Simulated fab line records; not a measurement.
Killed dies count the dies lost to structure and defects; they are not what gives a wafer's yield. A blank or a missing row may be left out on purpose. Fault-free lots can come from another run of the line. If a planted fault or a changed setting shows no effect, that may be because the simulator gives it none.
Problem report in the 8D (eight disciplines) form, filled by code ; flow gf180mcu ; the parts of the form that need people (team, actions taken, sign-off) are left out

## 1. WHAT IS WRONG
At GF_STI_ETCH_14, runLengthS averages 136.4 s over 6 wafers from 2 lots, while fault-free wafers read 131.3 s, standard deviation 0.44. That puts it +12 standard deviations away from the usual mean.
The step: etches Si in HBr/Cl2/O2, target depth 360 nm, time 102.9 s.
The first sign was on wafer L706.1 at day 6 04:24, on rieSi-01. The record holds 18 wafers of 6 lots with a number at this step. Rule for "out", or "out of limits": more than 4 standard deviations from the usual mean. Any other wafer with a number is counted as sound.

## 2. WHAT THIS IS AND IS NOT
question;is;is not
which readings at this step;runLengthS;O2_flow_sccm, drypumpMotorCurrentA, mfcCl2Sccm, oesProductAu
which lots;L706, L707;L698, L700, L708, L709
which wafers of those lots;all that have a number;-
read on which tools;rieSi-01;rieSi-02
when;from day 6 04:24;"up to then (6 sound wafers); but 6 sound wafers of L708, L709 came after"

## 3. THE SUSPECTS, EACH WITH WHAT RULES IT OUT
Counting: a tool stays on the suspect list if, at a process step up to the reading, it processed all lots that are out and no sound lot following the first of them.
- rieSi-01 at GF_STI_ETCH_14 (etches Si in HBr/Cl2/O2, target depth 360 nm, time 102.9 s): kept. All lots that are out passed through it, beginning with L706 at day 6 04:24, and no sound lot followed; its final sound lot before that point was L700 at day 4 20:11. On those wafers its own readings are out: runLengthS.
After counting, what remains is rieSi-01 at GF_STI_ETCH_14.

## 4. THE CAUSE (what the simulator had put in)
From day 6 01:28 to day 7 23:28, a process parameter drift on rieSi-01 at GF_STI_ETCH_14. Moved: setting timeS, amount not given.
This tool alone remained once counting was done.

## 5. THE CHAIN OF EFFECTS, in route order
Each row: a reading where the mean over the struck wafers with a number is more than 3 standard deviations away from the usual. Readings are gone through only where the record gives a usual standard deviation; hours: the median, over the lots, of the time from a lot's start at the first step in this table giving one to that lot's start at this step; sigmas: the change measured in usual standard deviations.
hours;step;reading;usual;on struck wafers;change;sigmas
0;GF_STI_ETCH_14;runLengthS;131.3 s;136.4;+5.1;+12
Process steps it contains:
- GF_STI_ETCH_14: etches Si in HBr/Cl2/O2, target depth 360 nm, time 102.9 s.

## 6. WHAT WOULD HAVE CAUGHT IT SOONER
The fault began at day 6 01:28; the first out-of-limits reading in this record came at day 6 04:24, 3 hours later.
